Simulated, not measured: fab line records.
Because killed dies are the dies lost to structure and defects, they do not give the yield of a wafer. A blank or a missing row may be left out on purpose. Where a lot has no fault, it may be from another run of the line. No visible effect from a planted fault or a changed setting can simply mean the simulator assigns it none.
Problem report in the 8D (eight disciplines) form, filled by code / flow sky130 / the parts of the form that need people (team, actions taken, sign-off) are left out

== 1. WHAT IS WRONG ==
SPACER_CVD_00_THK at SKY_SPACER_THK_MEAS_01 reads a mean of 27.1 nm on 6 wafers of 2 lots; wafers without a fault read 43.0 nm with a standard deviation of 0.36. Relative to the usual mean, that is a shift of -44 standard deviations.
First observed at day 28 19:05: wafer L513.2, on filmMetro-02. The record holds 33 wafers of 11 lots with a number at this step. Rule for "out" (also "out of limits"): further than 4 standard deviations from the usual mean. Any other wafer with a number is counted as sound.

== 2. WHAT IT IS; WHAT IT IS NOT ==
question=which readings at this step; is=SPACER_CVD_00_THK; is not=-
question=which lots; is=L513, L514; is not=L498, L499, L500, L501, L502, L503, L504, L505, L511
question=which wafers of those lots; is=all that have a number; is not=-
question=read on which gauges; is=filmMetro-02; is not=filmMetro-03, filmMetro-04
question=when; is=from day 28 19:05; is not=up to then (27 sound wafers)

== 3. WHAT RULES OUT EACH SUSPECT ==
Counting: a tool at a process step up to the reading stays a suspect if it ran every lot that is out and no sound lot after the first of them.
- the gauge at SKY_SPACER_THK_MEAS_01 is ruled out. All the wafers that are out were read on filmMetro-02, but those of them that SKY_SPACER_ETCHBACK_02 has rows for are out there too, on other tools.
- lpcvd-02 at SKY_SPACER_CVD_00 (deposits Si3N4 from DCS/NH3, target thk 43.1 nm, time 740 s): kept. All lots that are out passed through it, beginning with L513 at day 28 17:53, and no sound lot followed; its final sound lot before that point was L511 at day 27 23:37.
The count leaves lpcvd-02 at SKY_SPACER_CVD_00.

== 4. THE CAUSE (what the simulator had put in) ==
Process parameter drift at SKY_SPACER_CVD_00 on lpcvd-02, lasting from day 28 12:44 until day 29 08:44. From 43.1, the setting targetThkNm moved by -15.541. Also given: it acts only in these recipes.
The count eliminated every tool but this one.

== 5. THE EFFECT CHAIN, in route order ==
One row per reading whose mean, taken over the struck wafers that have a number, lies over 3 standard deviations from the usual. Scope: only readings with a usual standard deviation given in the record; hours: median across lots of the time from each lot's start at the first step in this table that gives one to its start at this step; sigmas: change in usual standard deviations.
hours=0; step=SKY_SPACER_THK_MEAS_01; reading=SPACER_CVD_00_THK; usual=43.0 nm; on struck wafers=27.1; change=-15.9; sigmas=-44
hours=0; step=SKY_SPACER_ETCHBACK_02; reading=oesProductAu; usual=0.853 a.u.; on struck wafers=0.677; change=-0.176; sigmas=-28
Process steps it contains:
- SKY_SPACER_ETCHBACK_02: etches Si3N4 in CH3F/O2, stops on SiO2, time 46.7 s, target depth 45 nm.
Later measuring or inspecting steps at which every struck wafer that the step has a row for has a number for every such reading, and none has moved that far: SKY_LOCAL_INTERCONNECT_THK_MEAS_02.

== 6. HOW IT WOULD HAVE BEEN CAUGHT EARLIER ==
The first out-of-limits reading at a measuring or inspecting step in this record came at day 28 19:05, 6 hours after the fault's start at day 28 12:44.
Tool readings at SKY_SPACER_CVD_00 with a usual standard deviation given in the record: none out on any struck wafer, hence no alarm at a limit of 4 standard deviations on them.
L514, from the lots that are out (2), started SKY_SPACER_CVD_00 on lpcvd-02 later than day 28 19:05. Holding the tool at that time would have saved it.
